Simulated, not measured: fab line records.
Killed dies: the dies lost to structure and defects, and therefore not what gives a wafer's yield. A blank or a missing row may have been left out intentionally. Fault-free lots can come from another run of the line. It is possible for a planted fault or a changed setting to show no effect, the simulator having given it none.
fab line records	flow sfq_line
record lots=14	wafers=42	last_day=87
route steps=325 shown I0@54 M1@65 I3@133 JJ@193 A5B@209
lots untouched by any fault: they come from a run of this same line in which no faults occurred
start_h: hours from the record's first day to the start of the lot's first wafer shown	wait_h: how many hours have passed since the lot's step before this one	" repeats the value in the row above	L1.1+2: a row that stands for several wafers	- either no value or no given start	* or withheld: withheld	< > ~ a bound
route shown NAME@n: NAME is a module with steps in the file, n the number in the route of the first one	usual: mean/standard deviation taken from wafers without a fault	same: alike in all rows	chamber/n: place in a boat	sites: the reading at each site	_std_site: standard deviation across them	_edge_site: outer sites' mean less inner sites'	radius_mm: for every site, how far away it sits from the centre of the wafer	mask NAME#n: copy n	behind: tool/chamber where the wafer was last shaped	hold: why the lot was held/for how many hours/how that ended	device: names the non-switching transistor (n, p or np)	end of line: the route-end tests of the same wafers	step lacking rows: just its recipe	killed: count of dies lost to structure and defects at first sort (not the wafer's yield)	map: dies across one wafer; x = killed, . = not, _ = none there
set.NAME: the setting the step ran with; set.NAME@STEP: the setting that earlier step ran with	model.NAME: the simulator's own value behind a step, which no gauge read
steps of the route over a sample of lots; a table a step, a row a wafer
services: the hour from which a tool's chamber was out of use, counted from the record's first day as start_h (under 0 if before that day), plus the number of hours and why
## steps
# step SFQ_TRILAYER_I0_VIA_BARC_OPEN_VIA_ETCH_046
# recipe mask_material=PR	chemistry=O2	target_depth_nm=125	target=BARC	source_w=500	bias_w=80	pressure_mtorr=30	time_s=41.7
# usual bias_w=80.01/0.22	chamber_pressure_mTorr=30.00/0.037	drypump_motor_current_A=5.6/0.32	oes_product_au=0.684/0.0052
lot.wafer	tool	chamber	start_h	wait_h	bias_w	chamber_pressure_mTorr	drypump_motor_current_A	oes_product_au	rf_hours_counter_h
L252.1	rie_diel-01	2	277.87	0.0	80.19	29.98	6.0	0.682	5
L252.5	"	0	"	"	79.74	30.30	5.8	0.676	-
L252.6	"	3	"	"	80.08	29.96	5.2	0.679	-
L254.2	rie_diel-01	0	285.07	0.0	80.45	29.97	5.8	0.690	47
L254.4	"	2	"	"	80.05	30.02	6.0	0.687	5
L254.6	"	3	"	"	79.87	30.00	5.2	0.688	-
L255.2	rie_diel-01	1	297.07	0.0	80.22	29.95	5.8	0.688	6
L255.5	"	1	"	"	79.99	30.01	5.9	0.683	-
L255.6	"	0	"	"	79.79	29.99	5.8	0.686	-
L256.1	rie_diel-01	3	305.47	0.0	80.31	30.02	5.2	0.689	2
L256.5	"	3	"	"	80.21	30.00	5.2	0.681	-
L256.6	"	2	"	"	80.22	29.99	6.0	0.690	-
L263.1	rie_diel-01	3	353.81	0.0	-	-	-	-	-
L263.3	"	1	"	"	-	-	-	-	-
L263.6	"	2	"	"	-	-	-	-	-
L264.1	rie_diel-04	2	360.28	0.0	-	-	-	-	-
L264.4	"	3	"	"	-	-	-	-	-
L264.6	"	2	"	"	-	-	-	-	-
L265.3	rie_diel-02	1	369.96	0.0	79.91	30.03	5.0	0.674	72
L265.4	"	0	"	"	80.22	29.99	5.6	0.682	27
L265.6	"	0	"	"	79.71	29.99	5.7	0.684	-
L266.1	rie_diel-04	3	377.30	0.0	80.17	30.01	5.4	0.691	2
L266.5	"	2	"	"	80.06	29.96	5.6	0.671	-
L266.6	"	1	"	"	80.26	29.98	6.0	0.679	-
L267.1	rie_diel-04	2	388.92	0.0	79.43	30.00	5.6	0.686	92
L267.3	"	1	"	"	79.93	30.01	6.0	0.683	3
L267.6	"	2	"	"	80.06	29.98	5.6	0.691	-
L269.1	rie_diel-01	3	534.98	0.0	79.99	30.00	5.2	0.683	5
L269.3	"	1	"	"	80.27	30.04	5.8	0.680	10
L269.4	"	3	"	"	79.86	30.02	5.2	0.686	-
L271.1	rie_diel-04	0	571.83	0.0	80.10	29.98	5.3	0.694	3
L271.4	"	2	"	"	79.87	29.99	5.6	0.684	0
L271.5	"	1	"	"	80.05	29.99	6.0	0.677	-
L272.2	rie_diel-01	0	594.63	0.0	80.06	29.95	5.8	0.681	50
L272.3	"	1	"	"	79.82	29.97	5.8	0.684	11
L272.4	"	2	"	"	79.93	29.93	6.0	0.686	10
L274.1	rie_diel-01	2	606.60	0.0	80.19	29.99	6.0	0.689	10
L274.3	"	0	"	"	80.17	30.01	5.8	0.679	51
L274.6	"	3	"	"	79.67	30.01	5.2	0.683	-
L275.2	rie_diel-04	0	612.60	0.0	80.11	29.99	5.3	0.684	4
L275.5	"	0	"	"	80.18	30.00	5.3	0.678	-
L275.6	"	1	"	"	80.00	29.99	6.0	0.690	-
# step SFQ_TRILAYER_I0_VIA_ETCH_VIA_ETCH_034
# recipe target=SiO2	stop_on=Nb	mask_material=PR	taper_deg=20	chemistry=CHF3	target_depth_nm=260	source_w=500	bias_w=80	pressure_mtorr=30	time_s=withheld
# usual bias_w=79.99/0.23	chamber_pressure_mTorr=29.995/0.029	drypump_motor_current_A=5.6/0.32	oes_product_au=0.857/0.0053
lot.wafer	tool	chamber	start_h	wait_h	bias_w	chamber_pressure_mTorr	drypump_motor_current_A	oes_product_au
L252.1	rie_diel-01	2	277.91	0.0	80.35	30.020	6.0	0.865
L252.5	"	0	"	"	80.45	30.020	5.8	0.853
L252.6	"	3	"	"	80.25	29.946	5.2	0.856
L254.2	rie_diel-01	0	285.11	0.0	80.14	29.960	5.8	0.861
L254.4	"	2	"	"	80.03	29.980	6.0	0.861
L254.6	"	3	"	"	79.77	30.015	5.2	0.861
L255.2	rie_diel-01	1	297.11	0.0	80.55	30.000	5.9	0.854
L255.5	"	1	"	"	79.68	30.036	5.9	0.865
L255.6	"	0	"	"	79.90	30.037	5.8	0.854
L256.1	rie_diel-01	3	305.51	0.0	79.75	29.987	5.2	0.852
L256.5	"	3	"	"	79.87	30.039	5.2	0.860
L256.6	"	2	"	"	80.15	30.003	6.0	0.854
L263.1	rie_diel-01	3	353.85	0.0	79.78	30.057	5.2	0.377
L263.3	"	1	"	"	80.19	29.956	5.9	0.375
L263.6	"	2	"	"	80.05	30.007	6.0	0.382
L264.1	rie_diel-04	2	360.32	0.0	80.62	29.949	5.6	0.373
L264.4	"	3	"	"	79.66	29.959	5.4	0.373
L264.6	"	2	"	"	80.08	29.996	5.6	0.376
L265.3	rie_diel-02	1	370.00	0.0	80.19	30.002	5.0	0.857
L265.4	"	0	"	"	80.09	30.006	5.6	0.862
L265.6	"	0	"	"	80.05	30.027	5.6	0.855
L266.1	rie_diel-04	3	377.34	0.0	80.11	29.974	5.4	0.855
L266.5	"	2	"	"	79.71	29.973	5.6	0.864
L266.6	"	1	"	"	79.92	30.024	6.0	0.855
L267.1	rie_diel-04	2	388.96	0.0	79.94	30.011	5.6	0.868
L267.3	"	1	"	"	79.56	30.036	6.0	0.855
L267.6	"	2	"	"	79.69	30.018	5.6	0.857
L269.1	rie_diel-01	3	535.02	0.0	80.04	30.036	5.2	0.855
L269.3	"	1	"	"	79.95	29.988	5.9	0.862
L269.4	"	3	"	"	80.32	30.066	5.2	0.862
L271.1	rie_diel-04	0	571.87	0.0	80.06	29.992	5.3	0.856
L271.4	"	2	"	"	80.16	29.946	5.6	0.860
L271.5	"	1	"	"	80.05	29.985	6.0	0.856
L272.2	rie_diel-01	0	594.67	0.0	79.89	29.963	5.8	0.860
L272.3	"	1	"	"	79.99	29.979	5.9	0.853
L272.4	"	2	"	"	80.13	30.033	6.0	0.851
L274.1	rie_diel-01	2	606.64	0.0	79.88	29.971	6.0	0.851
L274.3	"	0	"	"	80.16	30.022	5.8	0.857
L274.6	"	3	"	"	80.23	29.931	5.2	0.860
L275.2	rie_diel-04	0	612.64	0.0	79.96	30.027	5.4	0.868
L275.5	"	0	"	"	80.14	29.993	5.3	0.852
L275.6	"	1	"	"	79.51	29.999	6.0	0.859
# step SFQ_TRILAYER_M1_LITHO_EXPOSE_040
# recipe mask_id=M1	na=0.6	source_shape=conventional	sigma_outer=0.65	target_cd_nm=500	dose_mj=14.4
# usual exposure_dose_mJ_cm2=14.402/0.014	focus_offset_nm=0.0/0.49
lot.wafer	tool	chamber	start_h	wait_h	mask	exposure_dose_mJ_cm2	focus_offset_nm
L252.1	krf_scanner-02	0	403.17	-	M1#0	14.389	-0.9
L252.5	"	0	"	"	M1#0	14.415	0.2
L252.6	"	0	"	"	M1#0	14.400	-0.1
L254.2	krf_scanner-02	0	412.97	-	M1#0	14.400	-0.2
L254.4	"	0	"	"	M1#0	14.416	0.3
L254.6	"	0	"	"	M1#0	14.419	0.2
L255.2	krf_scanner-02	0	431.39	-	M1#0	14.398	1.3
L255.5	"	0	"	"	M1#0	14.425	-0.2
L255.6	"	0	"	"	M1#0	14.406	-0.3
L256.1	krf_scanner-02	0	440.79	-	M1#0	14.391	0.4
L256.5	"	0	"	"	M1#0	14.382	0.3
L256.6	"	0	"	"	M1#0	14.381	0.0
L263.1	krf_scanner-01	-	509.32	-	M1#0	-	-
L263.3	"	-	"	"	M1#0	-	-
L263.6	"	-	"	"	M1#0	-	-
L264.1	krf_scanner-01	-	516.52	-	M1#0	-	-
L264.4	"	-	"	"	M1#0	-	-
L264.6	"	-	"	"	M1#0	-	-
L265.3	krf_scanner-01	0	525.32	-	M1#0	14.410	-0.9
L265.4	"	0	"	"	M1#0	14.408	-0.6
L265.6	"	0	"	"	M1#0	14.413	-0.7
L266.1	krf_scanner-02	0	-	-	M1#0	14.406	-0.4
L266.5	"	0	"	"	M1#0	14.411	-0.3
L266.6	"	0	"	"	M1#0	14.418	-0.6
L267.1	krf_scanner-02	0	549.04	-	M1#0	14.414	-0.5
L267.3	"	0	"	"	M1#0	14.390	0.1
L267.6	"	0	"	"	M1#0	14.383	-1.2
L269.1	krf_scanner-01	0	552.12	-	M1#0	14.392	0.1
L269.3	"	0	"	"	M1#0	14.403	-0.2
L269.4	"	0	"	"	M1#0	14.409	-0.2
L271.1	krf_scanner-02	0	728.03	-	M1#0	14.404	-0.3
L271.4	"	0	"	"	M1#0	14.405	-0.4
L271.5	"	0	"	"	M1#0	14.405	0.2
L272.2	krf_scanner-02	0	747.43	-	M1#0	14.424	0.4
L272.3	"	0	"	"	M1#0	14.415	-0.9
L272.4	"	0	"	"	M1#0	14.442	0.0
L274.1	krf_scanner-01	0	757.55	-	M1#0	14.427	-0.8
L274.3	"	0	"	"	M1#0	14.432	0.5
L274.6	"	0	"	"	M1#0	14.412	0.4
L275.2	krf_scanner-01	0	762.55	-	M1#0	14.396	-0.1
L275.5	"	0	"	"	M1#0	14.393	-0.1
L275.6	"	0	"	"	M1#0	14.381	-0.6
# step SFQ_TRILAYER_I3_DEP_PECVD_081
# recipe material=SiO2	temp_c=150	time_s=111.11	pressure_torr=2.4	rf_w=183.3	precursor=SiH4/N2O	target_thk_nm=500
# usual chamber_pressure_Torr=2.400/0.0049	heater_power_w=88/17	throttle_valve_pct=25.7/1.4
lot.wafer	tool	chamber	start_h	wait_h	chamber_pressure_Torr	heater_power_w	throttle_valve_pct
L252.1	pecvd-04	0	1008.77	0.0	2.399	90	24.6
L252.5	"	0	"	"	2.402	92	24.8
L252.6	"	2	"	"	2.406	72	26.1
L254.2	pecvd-01	1	1021.18	0.0	2.411	98	25.1
L254.4	"	0	"	"	2.401	76	26.8
L254.6	"	2	"	"	2.404	74	29.0
L255.2	pecvd-03	0	1037.98	0.0	2.395	78	23.9
L255.5	"	2	"	"	2.396	105	24.5
L255.6	"	1	"	"	2.403	121	24.6
L256.1	pecvd-03	2	1056.28	0.0	2.394	101	24.8
L256.5	"	2	"	"	2.405	108	24.6
L256.6	"	0	"	"	2.402	94	24.0
L263.1	pecvd-01	1	1113.89	0.0	2.400	91	24.9
L263.3	"	0	"	"	2.398	69	27.1
L263.6	"	2	"	"	2.393	63	28.9
L264.1	pecvd-04	2	1117.49	0.0	2.400	60	26.3
L264.4	"	0	"	"	2.402	91	25.1
L264.6	"	2	"	"	2.397	63	26.2
L265.3	pecvd-04	0	1123.49	0.0	2.403	92	25.1
L265.4	"	2	"	"	2.400	71	26.3
L265.6	"	0	"	"	2.400	95	24.8
L266.1	pecvd-04	1	1133.21	0.0	2.398	87	25.5
L266.5	"	1	"	"	2.396	87	25.5
L266.6	"	2	"	"	2.410	70	26.3
L267.1	pecvd-01	2	1145.21	0.0	2.395	69	28.7
L267.3	"	0	"	"	2.396	75	27.3
L267.6	"	2	"	"	2.405	73	28.8
L269.1	pecvd-01	0	1151.21	0.0	2.402	69	26.9
L269.3	"	2	"	"	2.404	63	29.0
L269.4	"	1	"	"	2.392	95	24.6
L271.1	pecvd-03	0	1181.36	0.0	2.398	91	23.7
L271.4	"	0	"	"	2.413	79	23.9
L271.5	"	2	"	"	2.403	119	24.9
L272.2	pecvd-03	0	1193.36	0.0	2.395	86	24.0
L272.3	"	1	"	"	2.404	114	24.9
L272.4	"	2	"	"	2.404	99	24.9
L274.1	pecvd-04	1	1200.54	0.0	2.391	96	25.7
L274.3	"	0	"	"	2.404	80	25.4
L274.6	"	1	"	"	2.392	93	25.8
L275.2	pecvd-03	2	1206.56	0.0	2.403	108	25.0
L275.5	"	0	"	"	2.400	85	24.2
L275.6	"	1	"	"	2.399	127	24.9
# step SFQ_TRILAYER_JJ_CE_BARC_OPEN_RIE_150
# recipe mask_material=PR	chemistry=O2	target_depth_nm=240	target=BARC	icp_w=600	bias_w=80	pressure_mtorr=10	time_s=80
# usual drypump_motor_current_A=5.74/0.27	oes_product_au=0.538/0.0046
lot.wafer	tool	chamber	start_h	wait_h	drypump_motor_current_A	oes_product_au	rf_hours_counter_h
L252.1	rie_metal-02	0	1429.91	1.0	5.62	0.532	60
L252.5	"	0	"	"	5.63	0.537	-
L252.6	"	1	"	"	5.75	0.537	-
L254.2	rie_metal-03	1	1438.31	0.8	5.95	0.537	53
L254.4	"	1	"	"	5.94	0.548	-
L254.6	"	0	"	"	5.92	0.541	-
L255.2	rie_metal-04	1	1445.51	0.8	5.82	0.546	52
L255.5	"	1	"	"	5.81	0.536	-
L255.6	"	0	"	"	5.00	0.534	-
L256.1	rie_metal-02	1	1474.31	1.0	5.77	0.535	124
L256.5	"	0	"	"	5.66	0.541	-
L256.6	"	1	"	"	5.77	0.539	-
L263.1	rie_metal-03	0	1515.34	1.0	5.90	0.540	18
L263.3	"	0	"	"	5.90	0.542	-
L263.6	"	1	"	"	5.97	0.540	-
L264.1	rie_metal-03	1	1516.54	1.0	5.97	0.534	66
L264.4	"	1	"	"	5.94	0.535	-
L264.6	"	0	"	"	5.96	0.534	-
L265.3	rie_metal-02	1	1521.37	0.6	5.75	0.534	-
L265.4	"	0	"	"	5.63	0.536	-
L265.6	"	1	"	"	5.77	0.543	-
L266.1	rie_metal-02	1	1529.74	1.0	5.75	0.534	3
L266.5	"	0	"	"	5.65	0.536	-
L266.6	"	1	"	"	5.77	0.538	-
L267.1	rie_metal-02	1	1533.34	1.0	5.74	0.535	3
L267.3	"	0	"	"	5.62	0.538	-
L267.6	"	0	"	"	5.62	0.535	-
L269.1	rie_metal-03	0	1535.74	1.0	5.93	0.534	21
L269.3	"	0	"	"	5.93	0.545	-
L269.4	"	1	"	"	5.96	0.538	-
L271.1	rie_metal-02	1	1539.34	1.0	5.75	0.535	4
L271.4	"	0	"	"	5.62	0.541	-
L271.5	"	1	"	"	5.75	0.537	-
L272.2	rie_metal-02	1	1559.99	0.8	5.75	0.532	5
L272.3	"	1	"	"	5.78	0.538	-
L272.4	"	0	"	"	5.61	0.540	-
L274.1	rie_metal-02	0	1567.19	1.0	5.63	0.535	81
L274.3	"	1	"	"	5.75	0.544	-
L274.6	"	0	"	"	5.64	0.545	-
L275.2	rie_metal-03	0	1571.99	0.8	5.93	0.543	25
L275.5	"	0	"	"	5.95	0.539	-
L275.6	"	1	"	"	5.96	0.535	-
# step SFQ_TRILAYER_A5B_DEP_PECVD_129
# recipe material=SiO2	temp_c=150	time_s=133.33	pressure_torr=2.4	rf_w=183.3	precursor=SiH4/N2O	target_thk_nm=600
# usual chamber_pressure_Torr=2.400/0.0055	heater_power_w=93/17	throttle_valve_pct=24.9/1
lot.wafer	tool	chamber	start_h	wait_h	chamber_pressure_Torr	heater_power_w	throttle_valve_pct
L252.1	pecvd-03	1	1434.89	0.0	2.403	132	25.8
L252.5	"	1	"	"	2.400	114	25.7
L252.6	"	0	"	"	2.398	92	24.2
L254.2	pecvd-02	2	1448.86	0.0	2.402	94	24.2
L254.4	"	2	"	"	2.404	78	24.3
L254.6	"	0	"	"	2.405	91	26.2
L255.2	pecvd-02	2	1454.84	0.0	2.400	93	24.2
L255.5	"	1	"	"	2.399	92	23.5
L255.6	"	2	"	"	2.395	96	24.4
L256.1	pecvd-01	0	1481.56	0.0	2.410	77	23.1
L256.5	"	2	"	"	2.402	63	23.5
L256.6	"	0	"	"	2.404	78	23.2
L263.1	pecvd-02	1	1626.07	0.0	2.401	85	24.3
L263.3	"	2	"	"	2.394	86	24.9
L263.6	"	0	"	"	2.395	85	26.8
L264.1	pecvd-03	1	1627.27	0.0	2.390	125	26.4
L264.4	"	2	"	"	2.398	112	25.6
L264.6	"	0	"	"	2.398	90	24.4
L265.3	pecvd-02	1	1633.27	0.0	2.402	89	24.3
L265.4	"	0	"	"	2.401	89	26.7
L265.6	"	2	"	"	2.401	92	25.0
L266.1	pecvd-03	1	1639.27	0.0	2.392	128	26.3
L266.5	"	1	"	"	2.392	132	26.4
L266.6	"	0	"	"	2.404	89	24.7
L267.1	pecvd-03	0	1643.55	0.0	2.400	96	24.5
L267.3	"	1	"	"	2.407	131	26.2
L267.6	"	1	"	"	2.403	113	26.3
L269.1	pecvd-01	1	1648.35	0.0	2.397	84	24.2
L269.3	"	0	"	"	2.411	65	23.7
L269.4	"	0	"	"	2.406	70	23.6
L271.1	pecvd-02	1	1654.47	0.0	2.403	88	24.4
L271.4	"	1	"	"	2.396	92	23.8
L271.5	"	2	"	"	2.407	89	24.9
L272.2	pecvd-02	1	1672.28	0.0	2.398	95	24.5
L272.3	"	0	"	"	2.406	85	26.8
L272.4	"	0	"	"	2.397	89	26.9
L274.1	pecvd-03	1	1677.08	0.0	2.394	130	26.1
L274.3	"	0	"	"	2.397	87	24.3
L274.6	"	2	"	"	2.405	117	25.7
L275.2	pecvd-01	2	1681.88	0.0	2.399	71	24.2
L275.5	"	1	"	"	2.405	80	24.2
L275.6	"	2	"	"	2.400	75	24.4
## services
tool	chamber	start_h	hours	kind
rie_diel-01	-	278.69	0.9	repair
rie_diel-01	3	333.26	5.6	repair
rie_diel-01	-	429.92	8.5	repair
rie_diel-01	0	471.12	86.8	repair
rie_diel-01	2	613.79	11.0	repair
rie_diel-01	1	648.73	5.3	repair
rie_diel-01	2	727.50	11.3	repair
rie_diel-01	-	744.76	0.7	repair
rie_diel-01	2	775.77	6.1	repair
rie_diel-01	2	900.63	6.4	repair
rie_diel-01	0	916.71	8.1	repair
rie_diel-01	3	931.64	2.5	repair
rie_diel-01	3	1126.20	13.8	repair
rie_diel-01	-	1127.94	0.2	repair
rie_diel-01	-	1156.64	14.6	pm
rie_diel-01	-	1180.24	2.8	pm
rie_diel-01	3	1208.90	6.2	repair
rie_diel-01	0	1216.95	13.1	repair
rie_diel-01	1	1235.44	29.1	repair
rie_diel-01	3	1319.81	5.2	repair
rie_diel-01	0	1426.46	1.6	repair
rie_diel-01	3	1460.54	5.7	repair
rie_diel-01	-	1586.73	0.3	repair
rie_diel-01	2	1614.28	2.7	repair
## key
first_sign step=SFQ_TRILAYER_I0_VIA_BARC_OPEN_VIA_ETCH_046	reading=tool_record	direction=missing
effect step=SFQ_TRILAYER_I0_VIA_ETCH_VIA_ETCH_034	reading=oes_product_au	direction=down	sigmas=91	usual=0.857	struck=0.376
effect step=SFQ_TRILAYER_M1_LITHO_EXPOSE_040	reading=tool_record	direction=missing
met_at SFQ_TRILAYER_I0_VIA_BARC_OPEN_VIA_ETCH_046
struck_lots L263,L264
not_acting_at SFQ_TRILAYER_I3_DEP_PECVD_081,SFQ_TRILAYER_JJ_CE_BARC_OPEN_RIE_150,SFQ_TRILAYER_A5B_DEP_PECVD_129
onset_between 305.47 353.81
fault kind=skipped_step_whole	tool=rie_diel-01,rie_diel-04	chamber=-	onset_h=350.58	steps=SFQ_TRILAYER_I0_VIA_BARC_OPEN_VIA_ETCH_046	scope=struck_lots_only
